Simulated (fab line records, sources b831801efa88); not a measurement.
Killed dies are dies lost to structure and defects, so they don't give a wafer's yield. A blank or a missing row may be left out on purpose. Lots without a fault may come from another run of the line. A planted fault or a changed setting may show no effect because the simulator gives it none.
A struck lot beside a sound one | flow sky130 | 17 steps out of a route of 708
Sound: wafers L108.1, L108.3, L108.4. Struck: wafers L110.1, L110.2, L110.3. The cause comes at the end.
At each step with rows: each side's tool, then ch and its chambers, then its first start. Under that, the readings that differ: sound wafers | struck wafers | difference of the means | sigmas: that difference in standard deviations of wafers without a fault.
alike: readings whose means differ by less than 2 such deviations, and words and numbers that are the same on both sides. not compared: withheld readings, readings that some wafer has no value for, bounds like >300 that may hide the same value, and numbers for which the record gives no deviation and whose values overlap.
The two part at a step that has a row with sigmas, a row that says differs or no value, or rows on one side only. Numbers that don't overlap but have no deviation are shown without sigmas and don't part them. A reading that every wafer of one side lacks parts them only if that side has two wafers or more.

SKY_VT_ADJUST_LVTN_OVL_MEAS_07:
  sound on overlay-02, day 8 19:10; struck on overlay-01, day 10 03:07
  alike: VT_ADJUST_LVTN_OVL
then, 1 step without rows for these wafers: SKY_VT_ADJUST_LVTN_IMPLANT_08.
SKY_VT_ADJUST_LVTN_STRIP_09: strips in O2/N2.
  sound on plasma_asher-01 ch 0,1, day 8 19:22; struck on plasma_asher-01 ch 0,1, day 10 03:17
  alike: drypump_motor_current_A, oes_product_au, strip_time_to_endpoint_s
  not compared: rf_hours_counter_h
SKY_VT_ADJUST_LVTN_TW_MEAS_10:
  sound on film_metro-01, day 8 19:28; struck on film_metro-01, day 10 03:25
  reading           | sound             | struck            | difference | sigmas
  VT_ADJUST_LVTN_TW | 241.0 241.3 240.5 | 243.5 243.0 243.8 | +2.5       | +2
then, 7 steps without rows for these wafers: SKY_VT_ADJUST_LVTN_DEHYDRATE_11 (time 60 s); SKY_VT_ADJUST_LVTN_HMDS_12 (prime time 60 s); SKY_VT_ADJUST_LVTN_COAT_13 (resist thk 1140 nm); SKY_VT_ADJUST_LVTN_SOFTBAKE_14 (time 60 s); SKY_VT_ADJUST_LVTN_EXPOSE_15 (exposes mask HVN STD DERIVED, target cd 600 nm); SKY_VT_ADJUST_LVTN_PEB_16; SKY_VT_ADJUST_LVTN_DEVELOP_17 (develop time 60 s).
SKY_VT_ADJUST_LVTN_OVL_MEAS_18:
  sound on overlay-01, day 9 14:43; struck on overlay-01, day 11 01:52
  alike: VT_ADJUST_LVTN_01_OVL
SKY_VT_ADJUST_LVTN_IMPLANT_19:
  sound on implanter-02 ch 0, day 9 14:44; struck on implanter-02 ch 0, day 11 02:20
SKY_VT_ADJUST_LVTN_STRIP_20: strips in O2/N2.
  sound on plasma_asher-04 ch 0,1, day 9 14:53; struck on plasma_asher-01 ch 0,1, day 11 02:29
  alike: drypump_motor_current_A, oes_product_au, strip_time_to_endpoint_s
  not compared: rf_hours_counter_h
SKY_VT_ADJUST_LVTN_TW_MEAS_21:
  sound on film_metro-04, day 9 14:59; struck on film_metro-04, day 11 02:35
  reading             | sound             | struck            | difference | sigmas
  VT_ADJUST_LVTN_2_TW | 188.7 188.9 189.2 | 228.2 228.0 229.2 | +39.5      | +51
then, 1 step without rows for these wafers: SKY_VT_ADJUST_NCORE_DEHYDRATE_00 (time 60 s).
-- the record jumps here: 37 days lie between the struck wafers' starts before and after (it left off in module VT_ADJUST_NCORE and takes up again in module PAD_OPEN, whose first step shown is number 708 of the route) --
SKY_PAD_OPEN_PROBE_99:
  sound on prober-02, day 47 10:34; struck on prober-02, day 48 14:10
  reading                                    | sound                         | struck                        | difference | sigmas
  model.etest.pfet_16v.r_on_ohm_um           | 1.498e+04 1.503e+04 1.501e+04 | 1.476e+04 1.481e+04 1.493e+04 | -1.733e+02 |
  model.etest.res_pwell_under_gate.rs_ohm_sq | 2275 2279 2288                | 2161 2182 2178                | -107       |
  model.etest.nfet_g5v0d10v5.r_on_ohm_um     | 1874 1892 1893                | 1946 1972 1948                | +69        |
  model.etest.tip_n_5v.rs_ohm_sq             | 1376 1371 1357                | 1446 1447 1444                | +78        |
  model.etest.nfet_g5v0d10v5.drive_ua_um     | 605.3 602 595                 | 576.2 567.2 571.6             | -29.1      |
  model.etest.nfet_16v.drive_ua_um           | 218.6 219.8 216.8             | 209.6 206.4 208.7             | -10.2      |
  model.etest.pfet_16v.drive_ua_um           | 245.9 246.8 244.5             | 252.9 251.4 251.5             | +6.2       |
  model.etest.ring_5v.delay_ps               | 44.3 44.46 44.91              | 46.19 46.49 45.57             | +1.53      |
  alike: killed_at_M0_to_M3, killed_at_M4_up, killed_at_contacts, killed_at_front_end, killed_at_other, killed_dies, killed_open, killed_short

WHERE THEY PART
First at SKY_VT_ADJUST_LVTN_TW_MEAS_10; last, within this record, at SKY_VT_ADJUST_LVTN_TW_MEAS_21. Later steps at which nothing parts them and some readings are alike: SKY_PAD_OPEN_PROBE_99.

WHY: what the simulator had put in
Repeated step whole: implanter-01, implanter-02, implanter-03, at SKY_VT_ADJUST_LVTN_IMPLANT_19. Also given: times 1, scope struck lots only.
